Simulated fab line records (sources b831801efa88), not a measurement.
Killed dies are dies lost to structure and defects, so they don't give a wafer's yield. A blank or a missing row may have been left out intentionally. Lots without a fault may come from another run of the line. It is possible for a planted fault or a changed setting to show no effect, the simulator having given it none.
Matching of chambers    flow sky130    SKY_VIA2_ETCH_14 on rie_diel-02 has 4 sister chambers
The step etches BARC in N2/H2, stops on SiO2, time 45.9 s, target depth 60 nm. 18 wafers are shown with their chamber, then 9 later ones without.

== EACH WAFER AND ITS CHAMBER ==
wafer   chamber  drypump_motor_current_A (A)  throttle_valve_pct (%)  oes_product_au (a.u.)
L074.1  2        6.5                          13.228                  0.856
L074.2  1        6.3                          13.207                  0.852
L074.3  0        5.1                          13.208                  0.862
L076.1  1        6.3                          13.206                  0.862
L076.2  3        5.4                          13.226                  0.858
L076.4  0        5.1                          13.226                  0.869
L077.4  1        6.3                          13.222                  0.861
L077.5  3        5.4                          13.233                  0.854
L077.6  2        6.4                          13.225                  0.864
L080.1  3        5.4                          13.218                  0.845
L080.3  1        6.4                          13.225                  0.856
L080.4  0        5.1                          13.238                  0.851
L081.2  1        6.3                          13.218                  0.862
L081.5  2        6.4                          13.257                  0.860
L081.6  3        5.5                          13.234                  0.860
L083.1  0        5.1                          13.216                  0.854
L083.4  1        6.3                          13.214                  0.852
L083.5  3        5.5                          13.219                  0.856

SIGNATURES (means of the wafers above)
reading                  chamber 0  chamber 1  chamber 2  chamber 3  scatter within a chamber
drypump_motor_current_A  5.100      6.317      6.433      5.440      0.0439
throttle_valve_pct       13.22200   13.21533   13.23667   13.22600   0.0109
oes_product_au           0.85900    0.85750    0.86000    0.85460    0.00586
Rule: for each reading, subtract the chamber's mean from the wafer's reading, divide by that reading's scatter and square the result; add these up over the readings and take the root, which gives the wafer's distance from the chamber. The wafer belongs to the nearest chamber; if the next one is less than 2 further off, it can't be placed. The scatter: take each reading less its chamber's mean, square it, sum over the shown wafers, divide by the number of wafers less the number of chambers, and take the root.

== WAFERS MISSING THEIR CHAMBER ==
wafer   drypump_motor_current_A (A)  throttle_valve_pct (%)  oes_product_au (a.u.)
L085.1  5.1                          13.220                  0.859
L085.3  6.4                          13.237                  0.853
L085.6  5.4                          13.239                  0.855
L088.1  5.1                          13.235                  0.855
L088.3  6.4                          13.232                  0.848
L088.4  6.3                          13.211                  0.852
L090.3  6.4                          13.211                  0.857
L090.5  5.5                          13.217                  0.854
L090.6  6.4                          13.241                  0.855

== WHICH CHAMBER EACH ONE RAN IN ==
wafer   from the rows above      in truth
L085.1  0                        0
L085.3  can't be placed: 2 or 1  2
L085.6  3                        3
L088.1  0                        0
L088.3  can't be placed: 2 or 1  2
L088.4  1                        1
L090.3  can't be placed: 1 or 2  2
L090.5  3                        3
L090.6  can't be placed: 2 or 1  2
Correctly placed: 5 of 9. Unplaceable from these rows: 4, with the true chamber sitting among the candidates in 4. 0 placed wrongly.
